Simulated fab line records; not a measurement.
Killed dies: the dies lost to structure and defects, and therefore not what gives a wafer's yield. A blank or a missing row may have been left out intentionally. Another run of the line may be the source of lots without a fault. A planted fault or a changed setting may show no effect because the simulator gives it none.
fab line records | flow sky130
record lots=11 wafers=33 lastDay=50
route steps=708 shown METAL1@450 VIA1@472 PAD_OPEN@708
lots untouched by any fault: they come from a run of this same line in which no faults occurred
startH: hours from the record's first day to the start of the lot's first wafer shown | waitH: hours from the lot's prior step to this one | " identical to the entry in the row above | L1.1+2: several wafers, shown together as one row | - no value, or no start was given | * or withheld: withheld | < > ~ a bound
route shown NAME@n: NAME is a module with steps in the file, n the number in the route of the first one | usual: mean and standard deviation over wafers with no fault | same: alike in all rows | chamber/n: place in a boat | sites: each site's reading | _std_site: the standard deviation of these | _edge_site: outer sites' mean less inner sites' | radiusMm: how far each site lies from the wafer's centre | mask NAME#n: copy n | behind: the last tool/chamber to shape the wafer | hold: why the lot was held/for how many hours/how that ended | device: which transistor (n, p or np) failed to switch | end of line: tests run on the same wafers once the route is complete | a step given without rows: its recipe and nothing more | killed: not the wafer's yield, but the dies lost to structure and defects at the first sort | map: the dies of a wafer, with x for killed, . for not killed, _ for no die there
set.NAME: the run value of the setting; set.NAME@STEP: its run value at that earlier step | model.NAME: the simulator's own value behind a step, which no gauge read
route steps across a sampled set of lots; one table per step, one row per wafer
services: when a tool's chamber went out of use (startH, in hours from the record's first day, below 0 if earlier), for how many hours, and the reason
## steps
# step SKY_METAL1_OVL_MEAS_16
# usual METAL1_OVL=2/4.6
# columns lot.wafer tool chamber startH waitH METAL1_OVL[nm]
L363.1 overlay-01 - 776.60 0.1 2
L363.2 " - " " -3
L363.3 " - " " -1
L366.4 overlay-01 - 801.25 0.1 2
L366.5 " - " " -1
L366.6 " - " " -1
L365.2 overlay-01 - 805.61 0.1 1
L365.3 " - " " 7
L365.5 " - " " 0
L367.1 overlay-02 - 813.40 0.1 2
L367.2 " - " " 8
L367.5 " - " " 5
L369.2 overlay-01 - 828.08 0.1 2
L369.5 " - " " 6
L369.6 " - " " 9
L370.3 overlay-02 - 836.19 0.1 0
L370.4 " - " " -2
L370.6 " - " " 2
L371.1 overlay-01 - 840.42 0.1 -1
L371.5 " - " " -2
L371.6 " - " " 3
L373.1 overlay-02 - 865.05 0.1 0
L373.4 " - " " 1
L373.6 " - " " -3
L377.2 overlay-02 - 879.34 0.1 1
L377.5 " - " " -5
L377.6 " - " " -3
L381.1 overlay-01 - 904.28 0.1 0
L381.2 " - " " 7
L381.6 " - " " 0
L385.1 overlay-02 - 945.28 0.1 -3
L385.5 " - " " -10
L385.6 " - " " -6
# step SKY_METAL1_DESCUM_17
# recipe chemistry=O2 sourcePowerW=150 biasPowerW=0 pressureMtorr=10 tempC=40 timeS=8
# usual drypumpMotorCurrentA=5.3/0.31 oesProductAu=0.998/0.0091
# columns lot.wafer tool chamber startH waitH drypumpMotorCurrentA oesProductAu rfHoursCounterH
L363.1 rieMetal-03 1 776.64 0.0 5.7 1.005 15
L363.2 " 1 " " 5.7 1.002 -
L363.3 " 1 " " 5.7 1.002 -
L366.4 rieMetal-04 0 801.28 0.0 5.0 0.997 -
L366.5 " 1 " " 5.7 0.991 -
L366.6 " 0 " " 5.0 1.011 -
L365.2 rieMetal-03 1 805.64 0.0 5.7 0.995 16
L365.3 " 0 " " 5.1 1.001 -
L365.5 " 1 " " 5.7 0.989 -
L367.1 rieMetal-04 0 813.44 0.0 5.0 1.014 11
L367.2 " 1 " " 5.7 1.010 15
L367.5 " 0 " " 5.0 1.011 -
L369.2 rieMetal-04 0 828.12 0.0 5.0 1.002 -
L369.5 " 0 " " 5.0 0.989 -
L369.6 " 0 " " 5.0 1.000 -
L370.3 rieMetal-04 1 836.22 0.0 5.7 0.994 -
L370.4 " 0 " " 5.0 1.011 -
L370.6 " 1 " " 5.7 0.990 -
L371.1 rieMetal-03 0 840.46 0.0 5.1 1.001 11
L371.5 " 1 " " 5.7 0.988 -
L371.6 " 0 " " 5.1 0.995 -
L373.1 rieMetal-04 0 865.09 0.0 5.0 1.009 14
L373.4 " 1 " " 5.7 0.988 -
L373.6 " 0 " " 5.0 0.997 -
L377.2 rieMetal-01 1 879.38 0.0 5.1 0.985 -
L377.5 " 1 " " 5.1 0.986 -
L377.6 " 1 " " 5.0 0.980 -
L381.1 rieMetal-01 1 904.31 0.0 5.1 0.984 16
L381.2 " 0 " " 5.4 1.005 7
L381.6 " 1 " " 5.1 0.989 -
L385.1 rieMetal-03 1 945.32 0.0 5.7 1.001 4
L385.5 " 1 " " 5.7 1.008 -
L385.6 " 1 " " 5.7 1.009 -
# step SKY_VIA1_ETCH_14
# recipe chemistry=N2/H2 target=BARC ionEnergyEv=200 sourceW=500 biasW=100 pressureMtorr=30 n2FlowSccm=100 h2FlowSccm=200 stopOn=SiO2 timeS=45.9 targetDepthA=600
# usual drypumpMotorCurrentA=5.8/0.58 oesProductAu=0.854/0.004 rfFwdPowerW=495.1/2.3 throttleValvePct=13.224/0.0088
# columns lot.wafer tool chamber startH waitH drypumpMotorCurrentA oesProductAu rfFwdPowerW rfHoursCounterH throttleValvePct
L363.1 rieDiel-04 2 805.41 0.0 4.9 0.845 493.4 5 13.242
L363.2 " 0 " " 4.9 0.857 495.9 19 13.232
L363.3 " 1 " " 5.7 0.852 492.6 10 13.229
L366.4 rieDiel-01 1 828.22 0.0 5.0 0.856 494.5 7 13.215
L366.5 " 3 " " 5.2 0.857 495.9 - 13.224
L366.6 " 2 " " 6.4 0.849 493.5 - 13.220
L365.2 rieDiel-03 0 834.23 0.0 5.8 0.852 496.0 12 13.219
L365.3 " 3 " " 6.5 0.863 497.9 18 13.230
L365.5 " 3 " " 6.5 0.858 497.8 - 13.232
L367.1 rieDiel-01 1 841.01 0.0 5.0 0.853 494.8 8 13.239
L367.2 " 0 " " 6.5 0.851 496.2 18 13.229
L367.5 " 1 " " 5.0 0.862 495.6 - 13.236
L369.2 rieDiel-01 3 855.72 0.0 5.2 0.853 496.3 6 13.231
L369.5 " 0 " " 6.4 0.860 497.9 - 13.229
L369.6 " 3 " " 5.2 0.857 498.1 - 13.213
L370.3 rieDiel-01 1 864.31 0.0 5.0 0.860 577.3 8 13.245
L370.4 " 2 " " 6.4 0.860 570.6 21 13.220
L370.6 " 1 " " 5.0 0.849 579.4 - 13.230
L371.1 rieDiel-03 0 868.21 0.0 5.8 0.861 498.8 13 13.240
L371.5 " 2 " " 5.4 0.851 494.8 - 13.234
L371.6 " 3 " " 6.5 0.856 493.9 - 13.213
L373.1 rieDiel-03 1 892.26 0.0 6.2 0.854 498.1 11 13.209
L373.4 " 2 " " 5.4 0.855 492.2 1 13.215
L373.6 " 2 " " 5.4 0.853 494.7 - 13.227
L377.2 rieDiel-01 2 906.12 0.0 6.4 0.854 571.7 22 13.231
L377.5 " 0 " " 6.5 0.860 575.0 - 13.223
L377.6 " 3 " " 5.2 0.856 575.8 - 13.224
L381.1 rieDiel-03 2 930.16 0.0 5.4 0.854 496.2 2 13.223
L381.2 " 3 " " 6.5 0.857 494.4 21 13.216
L381.6 " 3 " " 6.5 0.855 497.7 - 13.226
L385.1 rieDiel-03 1 970.87 0.0 6.2 0.857 498.1 13 13.236
L385.5 " 1 " " 6.2 0.854 496.7 - 13.230
L385.6 " 2 " " 5.4 0.860 495.4 - 13.222
# step SKY_VIA1_STRIP_16
# recipe chemistry=O2/N2 powerW=1400 pressureMtorr=1500 platenTempC=withheld o2FlowSccm=3000 n2FlowSccm=300 overashFraction=0.5
# usual drypumpMotorCurrentA=6.0/0.56 oesProductAu=0.416/0.0045 stripTimeToEndpointS=4.460/0.024
# columns lot.wafer tool chamber startH waitH drypumpMotorCurrentA oesProductAu rfHoursCounterH stripTimeToEndpointS
L363.1 plasmaAsher-03 1 805.50 0.0 5.7 0.415 96 4.414
L363.2 " 0 " " 6.3 0.419 96 4.453
L363.3 " 1 " " 5.7 0.413 - 4.459
L366.4 plasmaAsher-03 0 828.34 0.1 6.3 0.418 - 4.459
L366.5 " 1 " " 5.7 0.414 - 4.416
L366.6 " 0 " " 6.3 0.416 - 4.435
L365.2 plasmaAsher-04 0 834.31 0.0 5.3 0.412 69 4.463
L365.3 " 0 " " 5.3 0.418 - 4.479
L365.5 " 1 " " 6.6 0.420 - 4.477
L367.1 plasmaAsher-04 0 841.10 0.0 5.3 0.410 70 4.479
L367.2 " 1 " " 6.6 0.416 70 4.466
L367.5 " 1 " " 6.6 0.417 - 4.481
L369.2 plasmaAsher-01 0 855.81 0.0 5.3 0.418 40 4.457
L369.5 " 0 " " 5.3 0.420 - 4.461
L369.6 " 1 " " 6.3 0.413 - 4.446
L370.3 plasmaAsher-03 0 864.43 0.1 6.3 0.409 - 4.371
L370.4 " 1 " " 5.7 0.417 - 4.341
L370.6 " 1 " " 5.7 0.410 - 4.379
L371.1 plasmaAsher-01 1 868.30 0.0 6.2 0.417 41 4.475
L371.5 " 0 " " 5.3 0.407 - 4.481
L371.6 " 1 " " 6.3 0.414 - 4.488
L373.1 plasmaAsher-04 0 892.35 0.0 5.3 0.418 75 4.448
L373.4 " 1 " " 6.6 0.414 - 4.440
L373.6 " 1 " " 6.6 0.420 - 4.424
L377.2 plasmaAsher-03 1 906.21 0.0 5.7 0.395 107 4.364
L377.5 " 1 " " 5.7 0.413 - 4.409
L377.6 " 0 " " 6.3 0.416 - 4.360
L381.1 plasmaAsher-04 1 930.25 0.0 6.6 0.417 79 4.491
L381.2 " 0 " " 5.3 0.417 79 4.499
L381.6 " 0 " " 5.3 0.413 - 4.493
L385.1 plasmaAsher-03 0 970.96 0.0 6.4 0.422 113 4.493
L385.5 " 0 " " 6.3 0.421 - 4.473
L385.6 " 1 " " 5.7 0.418 - 4.456
# step SKY_VIA1_RS_MEAS_22
# recipe thkMeasGauge=four-point-probe reads=W_of_VIA1_CVD_21+TiN_of_VIA1_SPUTTER_20
# usual VIA1_W_RS=0.425/0.0053
# columns lot.wafer tool chamber startH waitH VIA1_W_RS[ohm/sq]
L363.1 filmMetro-02 - 806.74 0.1 0.427
L363.2 " - " " 0.430
L363.3 " - " " 0.426
L366.4 filmMetro-02 - 829.11 0.1 0.419
L366.5 " - " " 0.421
L366.6 " - " " 0.419
L365.2 filmMetro-03 - 835.09 0.1 0.431
L365.3 " - " " 0.421
L365.5 " - " " 0.419
L367.1 filmMetro-03 - 841.85 0.1 0.419
L367.2 " - " " 0.423
L367.5 " - " " 0.420
L369.2 filmMetro-02 - 856.57 0.1 0.434
L369.5 " - " " 0.422
L369.6 " - " " 0.430
L370.3 filmMetro-03 - 865.22 0.1 0.420
L370.4 " - " " 0.426
L370.6 " - " " 0.418
L371.1 filmMetro-04 - 869.04 0.1 0.423
L371.5 " - " " 0.429
L371.6 " - " " 0.419
L373.1 filmMetro-03 - 893.10 0.1 0.422
L373.4 " - " " 0.421
L373.6 " - " " 0.422
L377.2 filmMetro-03 - 907.02 0.1 0.415
L377.5 " - " " 0.427
L377.6 " - " " 0.420
L381.1 filmMetro-03 - 931.00 0.1 0.423
L381.2 " - " " 0.415
L381.6 " - " " 0.425
L385.1 filmMetro-03 - 971.74 0.1 0.424
L385.5 " - " " 0.432
L385.6 " - " " 0.424
# step SKY_PAD_OPEN_PROBE_99
# usual defectLimitedYield=82.6/1.7 killed_at_M0_to_M3=42/6.4 killed_at_M4_up=3.2/1.9 killedAtContacts=24/4.8 killedAtFrontEnd=16/4.4 killedAtOther=0.3/0.55 killedDies=86/8.6 killedOpen=46/6.6 killedShort=39/5.7 sort_bin_3_pad_short=0.8/0.41 sort_bin_5_function=10.3/1.5 sort_bin_6_memory=6.3/1 sortNPass=406/8.6 sortYieldPct=82.6/1.7
# same grossDies=492 killedAtBackSide=0 sort_bin_4_leakage[%]=0 sort_bin_8_speed[%]=0
# columns lot.wafer tool chamber startH waitH defectLimitedYield[%] killed_at_M0_to_M3 killed_at_M4_up killedAtContacts killedAtFrontEnd killedAtOther killedDies killedOpen killedShort sort_bin_3_pad_short[%] sort_bin_5_function[%] sort_bin_6_memory[%] sortNPass sortYieldPct[%]
L366.4 prober-01 - 1104.00 0.2 82.9 40 2 28 14 0 84 51 33 0.8 9.8 6.5 408 82.9
L366.5 prober-01 - 1104.05 0.2 81.5 44 3 27 16 1 91 47 44 0.4 11.2 6.9 401 81.5
L366.6 prober-01 - 1104.10 0.2 84.3 43 2 19 13 0 77 37 40 1.0 9.1 5.5 415 84.3
L365.2 prober-02 - 1106.00 0.1 83.3 38 3 24 17 0 82 43 39 0.2 10.2 6.3 410 83.3
L365.3 prober-02 - 1106.05 0.2 83.9 37 4 21 16 1 79 48 30 1.4 8.7 5.9 413 83.9
L365.5 prober-02 - 1106.15 0.2 80.9 48 3 25 17 1 94 48 45 0.2 11.4 7.5 398 80.9
L370.3 prober-02 - 1130.80 0.2 82.9 45 2 21 16 0 84 48 35 0.4 9.3 7.3 408 82.9
L370.4 prober-02 - 1130.85 0.2 83.1 44 3 23 13 0 83 39 43 1.6 7.7 7.5 409 83.1
L370.6 prober-02 - 1130.95 0.2 83.9 41 4 22 12 0 79 41 37 0.6 9.8 5.7 413 83.9
L373.1 prober-02 - 1150.48 0.1 82.9 37 4 28 15 0 84 53 31 0.2 10.6 6.3 408 82.9
L373.4 prober-02 - 1150.63 0.2 84.1 34 4 28 12 0 78 38 40 1.0 9.6 5.3 414 84.1
L373.6 prober-02 - 1150.73 0.2 81.9 40 2 27 20 0 89 47 42 1.4 11.4 5.3 403 81.9
L377.2 prober-01 - 1161.36 0.1 85.8 36 4 13 17 0 70 42 27 0 8.9 5.3 422 85.8
L377.5 prober-01 - 1161.51 0.2 82.9 43 5 26 10 0 84 44 40 0.8 11.0 5.3 408 82.9
L377.6 prober-01 - 1161.56 0.2 81.5 42 3 26 20 0 91 51 40 1.0 10.8 6.7 401 81.5
# killed by level:class
L366.4 CONTACT:geometricParticle:open=11 VIA3:geometricParticle:open=10 VIA2:geometricParticle:open=9 FIELD_ISO:geometricParticle:open=6 LOCAL_INTERCONNECT:geometricParticle:short=6 METAL2:geometricParticle:short=6 LI_CONTACT:geometricParticle:open=5 FIELD_ISO:geometricParticle:short=4
L366.5 POLY_GATE:geometricParticle:open=8 LI_CONTACT:geometricParticle:open=8 VIA1:geometricParticle:open=8 CONTACT:geometricParticle:open=7 METAL2:geometricParticle:short=7 VIA2:geometricParticle:open=7 VIA1:geometricParticle:short=6 LOCAL_INTERCONNECT:geometricParticle:short=5
L366.6 METAL2:geometricParticle:short=8 METAL3:geometricParticle:short=8 CONTACT:geometricParticle:open=7 METAL1:geometricParticle:short=7 VIA1:geometricParticle:open=5 VIA3:geometricParticle:open=5 FIELD_ISO:geometricParticle:open=4 LI_CONTACT:geometricParticle:open=4
L365.2 CONTACT:geometricParticle:open=12 VIA1:geometricParticle:open=7 METAL3:geometricParticle:short=6 VIA2:geometricParticle:open=6 FIELD_ISO:geometricParticle:open=5 POLY_GATE:geometricParticle:short=5 LI_CONTACT:geometricParticle:open=5 METAL1:geometricParticle:short=5
L365.3 VIA1:geometricParticle:open=13 CONTACT:geometricParticle:open=11 VIA2:geometricParticle:open=8 VIA3:geometricParticle:open=6 POLY_GATE:geometricParticle:short=5 FIELD_ISO:geometricParticle:short=4 LI_CONTACT:geometricParticle:open=4 CONTACT:geometricParticle:short=4
L365.5 METAL2:geometricParticle:short=12 CONTACT:geometricParticle:open=10 VIA1:geometricParticle:open=9 LI_CONTACT:geometricParticle:open=9 FIELD_ISO:geometricParticle:open=6 METAL1:geometricParticle:short=5 VIA2:geometricParticle:short=5 VIA3:geometricParticle:open=5
L370.3 VIA1:geometricParticle:open=10 LI_CONTACT:geometricParticle:open=9 VIA2:geometricParticle:open=7 VIA1:geometricParticle:short=6 CONTACT:geometricParticle:open=6 FIELD_ISO:geometricParticle:short=5 FIELD_ISO:geometricParticle:open=5 METAL1:geometricParticle:short=5
L370.4 VIA1:geometricParticle:short=10 VIA2:geometricParticle:open=8 VIA1:geometricParticle:open=7 POLY_GATE:geometricParticle:open=6 LI_CONTACT:geometricParticle:open=6 VIA3:geometricParticle:open=6 METAL1:geometricParticle:short=5 LOCAL_INTERCONNECT:geometricParticle:short=5
L370.6 VIA3:geometricParticle:open=9 VIA1:geometricParticle:open=9 CONTACT:geometricParticle:short=6 CONTACT:geometricParticle:open=5 METAL1:geometricParticle:short=5 METAL2:geometricParticle:short=5 METAL3:geometricParticle:short=4 LI_CONTACT:geometricParticle:short=3
L373.1 CONTACT:geometricParticle:open=14 VIA2:geometricParticle:open=11 VIA1:geometricParticle:open=8 LI_CONTACT:geometricParticle:open=7 FIELD_ISO:geometricParticle:open=6 METAL1:geometricParticle:short=6 METAL4:geometricParticle:short=4 FIELD_ISO:geometricParticle:short=3
L373.4 VIA1:geometricParticle:open=9 CONTACT:geometricParticle:short=8 LI_CONTACT:geometricParticle:open=6 LOCAL_INTERCONNECT:geometricParticle:short=5 VIA2:geometricParticle:open=5 FIELD_ISO:geometricParticle:open=4 VIA1:geometricParticle:short=4 METAL1:geometricParticle:short=4
L373.6 CONTACT:geometricParticle:open=10 VIA1:geometricParticle:open=10 VIA2:geometricParticle:open=8 FIELD_ISO:geometricParticle:short=7 LI_CONTACT:geometricParticle:open=7 LOCAL_INTERCONNECT:geometricParticle:short=6 VIA3:geometricParticle:open=6 VIA2:geometricParticle:short=5
L377.2 VIA1:geometricParticle:open=8 CONTACT:geometricParticle:open=7 FIELD_ISO:geometricParticle:open=6 FIELD_ISO:geometricParticle:short=6 VIA2:geometricParticle:open=5 LI_CONTACT:geometricParticle:open=4 METAL1:geometricParticle:short=4 VIA1:geometricParticle:short=3
L377.5 CONTACT:geometricParticle:open=10 VIA1:geometricParticle:open=10 LI_CONTACT:geometricParticle:open=7 VIA1:geometricParticle:short=7 CONTACT:geometricParticle:short=5 METAL4:geometricParticle:short=5 METAL2:geometricParticle:short=5 LOCAL_INTERCONNECT:geometricParticle:short=4
L377.6 CONTACT:geometricParticle:open=11 VIA1:geometricParticle:open=8 VIA2:geometricParticle:open=8 FIELD_ISO:geometricParticle:short=7 VIA3:geometricParticle:open=6 POLY_GATE:geometricParticle:open=5 POLY_GATE:geometricParticle:short=5 LI_CONTACT:geometricParticle:open=5
## services
# columns tool chamber startH hours kind
rieMetal-03 0 752.81 3.8 repair
rieMetal-01 0 765.88 4.6 repair
rieMetal-03 0 768.88 11.3 repair
rieDiel-04 - 796.02 0.2 repair
rieDiel-04 3 811.53 132.0 repair
rieDiel-01 - 813.41 2.8 pm
rieMetal-04 1 818.27 - clean
rieMetal-04 1 818.27 11.3 scheduledDown
rieMetal-04 1 818.27 11.3 ventCycle
rieDiel-03 2 833.57 - clean
rieDiel-03 3 859.84 3.5 repair
plasmaAsher-03 - 872.48 0.4 repair
rieMetal-01 0 873.71 8.3 repair
rieDiel-03 0 874.78 11.9 repair
rieDiel-01 1 876.91 86.9 repair
rieMetal-01 0 892.26 5.2 repair
rieMetal-03 - 901.08 0.5 repair
rieDiel-01 2 913.82 1.8 repair
plasmaAsher-01 - 923.72 4.0 repair
rieDiel-03 1 929.57 8.1 repair
rieMetal-04 - 930.37 0.8 repair
rieMetal-03 0 933.68 112.1 repair
rieDiel-03 0 941.26 2.2 repair
rieDiel-04 3 963.90 4.3 repair
## key
firstSign step=SKY_VIA1_ETCH_14 reading=rfFwdPowerW direction=up sigmas=35 usual=495.1 struck=575.0
effect step=SKY_VIA1_STRIP_16 reading=stripTimeToEndpointS direction=down sigmas=3.7 usual=* struck=*
metAt SKY_VIA1_ETCH_14
struckLots L370,L377
notActingAt SKY_METAL1_OVL_MEAS_16,SKY_METAL1_DESCUM_17,SKY_VIA1_RS_MEAS_22
onsetBetween 855.72 864.31
fault kind=processParameterDrift tool=rieDiel-01 chamber=- onsetH=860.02 steps=SKY_VIA1_ETCH_14 channel=sourceW offset=80 shape=step endH=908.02 actsIn=theseRecipesOnly stated=500
